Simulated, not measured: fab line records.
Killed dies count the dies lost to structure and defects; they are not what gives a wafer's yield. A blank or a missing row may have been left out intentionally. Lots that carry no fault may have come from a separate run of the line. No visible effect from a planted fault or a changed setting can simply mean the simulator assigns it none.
Problem report, 8D (eight disciplines) form, completed by code -- flow gf180mcu -- the parts of the form that need people (team, actions taken, sign-off) are left out

## 1. THE ISSUE
overpolishRunS at GF_V1_CMP_26 reads a mean of 0.042 s on 1 wafer of 1 lot; wafers without a fault read 15.000 s with a standard deviation of 0.0091. That is -99 or more standard deviations from the usual mean.
The step: polishes, stops on SiO2, t overpolish 15 s, target thk 0 nm.
The first sign was on wafer L375.3 at day 21 17:42, on cmp-01. Wafers with a number at this step in the record: 39, from 13 lots. The rule behind "out" and "out of limits": a value lying over 4 standard deviations away from the usual mean. The rest of the wafers with a number are treated as sound.

## 2. WHAT THIS IS AND IS NOT
question,is,is not
which readings at this step,"overpolishRunS, timeToEndpointS",motorCurrentA
which lots,L375,"L366, L367, L368, L369, L370, L372, L383, L384, L385, L386, L387, L389"
which wafers of those lots,L375.3,"L375.1, L375.2"
read on which tools,cmp-01,cmp-02
when,from day 21 17:42,"up to then (20 sound wafers); but 18 sound wafers of L383, L384, L385, L386, L387, L389 came after"

## 3. WHAT RULES OUT EACH SUSPECT
Counting: a tool at a process step up to the reading stays a suspect if it ran every lot that is out. Sound lots after the first of them don't rule it out here, since some wafers of a struck lot are sound.
- rtpAnneal-01 at GF_SALICIDE_RTA_06 (time 30 s): kept. It processed L375, the lot that is out, at day 18 11:36, and its most recent sound lot before then was L372 at day 17 05:51.
- cvdW-01 at GF_V1_CVD_23 (deposits W, target thk 350 nm, time 105.05 s): kept. It processed L375, the lot that is out, at day 21 17:25, and its most recent sound lot before then was L372 at day 20 11:04.
- cmp-01 at GF_V1_CMP_26 (polishes, stops on SiO2, t overpolish 15 s, target thk 0 nm): kept. It processed L375, the lot that is out, at day 21 17:42, and its most recent sound lot before then was L372 at day 20 11:24. On those wafers its own readings are out: overpolishRunS, timeToEndpointS.
- cmp-01, GF_V1_CMP_26: wafers that are out in chamber 1, sound lot-mates in chambers 0, 2.
rtpAnneal-01 at GF_SALICIDE_RTA_06, cvdW-01 at GF_V1_CVD_23 and cmp-01 at GF_V1_CMP_26 are what is left after counting.

## 4. THE CAUSE (what the simulator had put in)
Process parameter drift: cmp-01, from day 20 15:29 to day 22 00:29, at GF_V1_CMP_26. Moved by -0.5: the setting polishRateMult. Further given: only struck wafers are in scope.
After counting, 3 suspects remain, this tool included.

## 5. SEQUENCE OF EFFECTS, ordered by route
Rows list readings where the struck wafers' mean (over those with a number) sits beyond 3 standard deviations from the usual. Scope: only readings with a usual standard deviation given in the record; hours: median across lots of the time from each lot's start at the first step in this table that gives one to its start at this step; sigmas: change in usual standard deviations.
hours,step,reading,usual,on struck wafers,change,sigmas
0,GF_V1_CMP_26,overpolishRunS,15.000 s,0.042,-14.958,-99 or more
0,GF_V1_CMP_26,timeToEndpointS,85.0 s,130.4,+45.4,+18
239,GF_PASSIVATION_PROBE_99,defectLimitedYield,90.2 %,0.0,-90.2,-64
239,GF_PASSIVATION_PROBE_99,killed_at_M0_to_M3,21,473,+452,+98
239,GF_PASSIVATION_PROBE_99,killedDies,48,492,+444,+64
239,GF_PASSIVATION_PROBE_99,killedOnRim,9.4,96.0,+86.6,+32
239,GF_PASSIVATION_PROBE_99,sort_bin_3_pad_short,0.5 %,92.7,+92.2,+99 or more
239,GF_PASSIVATION_PROBE_99,sortNPass,444,0,-444,-64
239,GF_PASSIVATION_PROBE_99,sortYieldPct,90.2 %,0.0,-90.2,-64
Process steps it contains:
- GF_V1_CMP_26: polishes, stops on SiO2, t overpolish 15 s, target thk 0 nm.
- GF_PASSIVATION_PROBE_99

## 6. HOW IT WOULD HAVE BEEN CAUGHT EARLIER
In this record no reading fell out of limits until day 21 17:42, 26 hours after the fault had begun at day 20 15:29.
